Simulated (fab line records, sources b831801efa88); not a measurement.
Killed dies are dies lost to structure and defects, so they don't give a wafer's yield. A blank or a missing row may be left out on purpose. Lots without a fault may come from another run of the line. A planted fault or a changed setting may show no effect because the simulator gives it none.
A struck lot beside a sound one | flow sky130 | 34 steps out of a route of 708
Sound: wafers L224.1, L224.2, L224.4. Struck: wafers L228.5, L228.6. (L228.3 of the same lot was not struck and is left out.) The cause comes at the end.
At each step with rows: each side's tool, then ch and its chambers, then its first start. Under that, the readings that differ: sound wafers | struck wafers | difference of the means | sigmas: that difference in standard deviations of wafers without a fault.
alike: readings whose means differ by less than 2 such deviations, and words and numbers that are the same on both sides. not compared: withheld readings, readings that some wafer has no value for, bounds like >300 that may hide the same value, and numbers for which the record gives no deviation and whose values overlap.
The two part at a step that has a row with sigmas, a row that says differs or no value, or rows on one side only. Numbers that don't overlap but have no deviation are shown without sigmas and don't part them. A reading that every wafer of one side lacks parts them only if that side has two wafers or more.

first, 4 steps without rows for these wafers: SKY_METAL5_SOFTBAKE_10 (time 60 s); SKY_METAL5_EXPOSE_11 (exposes mask MM5, target cd 1600 nm); SKY_METAL5_PEB_12; SKY_METAL5_DEVELOP_13 (develop time 60 s).
SKY_METAL5_DESCUM_14: chemistry O2, time 11 s.
  sound on rie_metal-04 ch 0,1, day 46 09:40; struck on rie_metal-04 ch 0,1, day 47 11:31
  alike: drypump_motor_current_A, oes_product_au
  not compared: rf_hours_counter_h
SKY_METAL5_METAL_ETCH_15: etches the open film in Cl2/BCl3, stops on SiO2, target depth 1260 nm, time 252 s.
  sound on rie_metal-04 ch 0,1, day 46 09:41; struck on rie_metal-04 ch 0,1, day 47 11:37
  alike: bcl3_flow_sccm, drypump_motor_current_A, oes_product_au, throttle_valve_pct
  not compared: rf_hours_counter_h
SKY_METAL5_STRIP_16: strips in O2/N2.
  sound on plasma_asher-02 ch 0,1, day 46 09:56; struck on plasma_asher-01 ch 0,1, day 47 11:49
  alike: drypump_motor_current_A, oes_product_au, strip_time_to_endpoint_s
  not compared: rf_hours_counter_h
then, 4 steps without rows for these wafers: SKY_METAL5_STRIP_17 (strips in post etch residue remover, time 1200 s); SKY_METAL5_CLEAN_18 (cleans in IPA, time 180 s); SKY_METAL5_CLEAN_19 (cleans in O3/DIW); SKY_PASSIVATION_CVD_00 (deposits SiO2, target thk 90 nm).
SKY_PASSIVATION_THK_MEAS_01:
  sound on film_metro-02, day 46 10:34; struck on film_metro-01, day 47 12:25
  alike: PASSIVATION_CVD_00_THK
SKY_PASSIVATION_CVD_02: deposits Si3N4, target thk 540 nm.
  sound on pecvd-03 ch 0,1, day 46 10:37; struck on pecvd-03 ch 1,2, day 47 12:27
  reading                                       | sound             | struck      | difference | sigmas
  model.Si3N4_of_PASSIVATION_CVD_02.thk_nm (nm) | 523.6 526.8 534.1 | 597.2 592.3 | +66.6      |
  alike: heater_power_w
SKY_PASSIVATION_THK_MEAS_03:
  sound on film_metro-02, day 46 10:57; struck on film_metro-03, day 47 12:55
  reading                     | sound       | struck  | difference | sigmas
  PASSIVATION_CVD_02_THK (nm) | 524 527 534 | 597 592 | +66        | +10
  not compared: hold
then, 7 steps without rows for these wafers: SKY_PASSIVATION_HMDS_05 (prime time 60 s); SKY_PASSIVATION_COAT_06 (resist thk 3000 nm); SKY_PASSIVATION_SOFTBAKE_07; SKY_PASSIVATION_EXPOSE_08 (exposes mask NSM, target cd 3000 nm); SKY_PASSIVATION_PEB_09; SKY_PASSIVATION_DEVELOP_10 (develop time 60 s); SKY_PASSIVATION_ETCH_11 (etches the open film in CF4/O2, stops on AlCu, target depth 725 nm, time 161.1 s).
SKY_PASSIVATION_STRIP_12: strips in O2/N2.
  sound on plasma_asher-03 ch 0,1, day 47 07:16; struck on plasma_asher-03 ch 0,1, day 48 07:41
  alike: drypump_motor_current_A, oes_product_au, strip_time_to_endpoint_s
  not compared: rf_hours_counter_h
then, 7 steps without rows for these wafers: SKY_PAD_OPEN_DEHYDRATE_00 (time 60 s); SKY_PAD_OPEN_HMDS_01 (prime time 60 s); SKY_PAD_OPEN_COAT_02 (resist thk 3000 nm); SKY_PAD_OPEN_SOFTBAKE_03; SKY_PAD_OPEN_EXPOSE_04 (exposes mask PDM, target cd 60000 nm); SKY_PAD_OPEN_PEB_05; SKY_PAD_OPEN_DEVELOP_06 (develop time 60 s).
SKY_PAD_OPEN_ETCH_07: etches the open film in CF4/O2, stops on AlCu, target depth 725 nm, time 161.1 s.
  sound on rie_diel-01 ch 0,1,2, day 48 02:48; struck on rie_diel-04 ch 2,3, day 49 02:40
  reading                | sound    | struck | difference                    | sigmas
  rf_hours_counter_h (h) | 24 10 19 | - -    | no value on the struck wafers |
  alike: O2_flow_sccm, drypump_motor_current_A, oes_product_au, throttle_valve_pct
then, 1 step without rows for these wafers: SKY_PAD_OPEN_STRIP_08 (strips in O2/N2).
SKY_PAD_OPEN_STRIP_09: strips in post etch residue remover, time 1200 s.
  sound on wet_bench-02 ch 1, day 48 03:01; struck on wet_bench-02 ch 0, day 49 02:52
  reading                                       | sound             | struck    | difference | sigmas
  model.Si3N4_of_PASSIVATION_CVD_02.thk_nm (nm) | 523.3 526.4 533.7 | 596.8 592 | +66.6      |
then, 1 step without rows for these wafers: SKY_PAD_OPEN_CLEAN_10 (cleans in IPA, time 180 s).
SKY_PAD_OPEN_PROBE_99:
  sound on prober-01, day 48 05:07; struck on prober-01, day 49 05:15
  reading                  | sound          | struck                                            | difference                   | sigmas
  hold                     | - - -          | await_dispo/3.2h/release await_dispo/3.2h/release | no value on the sound wafers |
  defect_limited_yield (%) | 80.1 78.7 80.7 | 39.2 80.9                                         | -19.8                        | -10
  killed_at_other          | 0 0 0          | 225 10                                            | +118                         | +99 or more
  killed_dies              | 98 105 95      | 299 94                                            | +97                          | +10
  sort_bin_5_function (%)  | 11.8 13.2 11.8 | 55.9 11.4                                         | +21.4                        | +14
  sort_n_pass              | 394 387 397    | 193 398                                           | -97                          | -10
  sort_yield_pct (%)       | 80.1 78.7 80.7 | 39.2 80.9                                         | -19.8                        | -10
  alike: killed_at_M0_to_M3, killed_at_M4_up, killed_at_contacts, killed_at_front_end, killed_open, killed_short, sort_bin_3_pad_short, sort_bin_6_memory

WHERE THEY PART
First at SKY_PASSIVATION_THK_MEAS_03; last, within this record, at SKY_PAD_OPEN_PROBE_99.

WHY: what the simulator had put in
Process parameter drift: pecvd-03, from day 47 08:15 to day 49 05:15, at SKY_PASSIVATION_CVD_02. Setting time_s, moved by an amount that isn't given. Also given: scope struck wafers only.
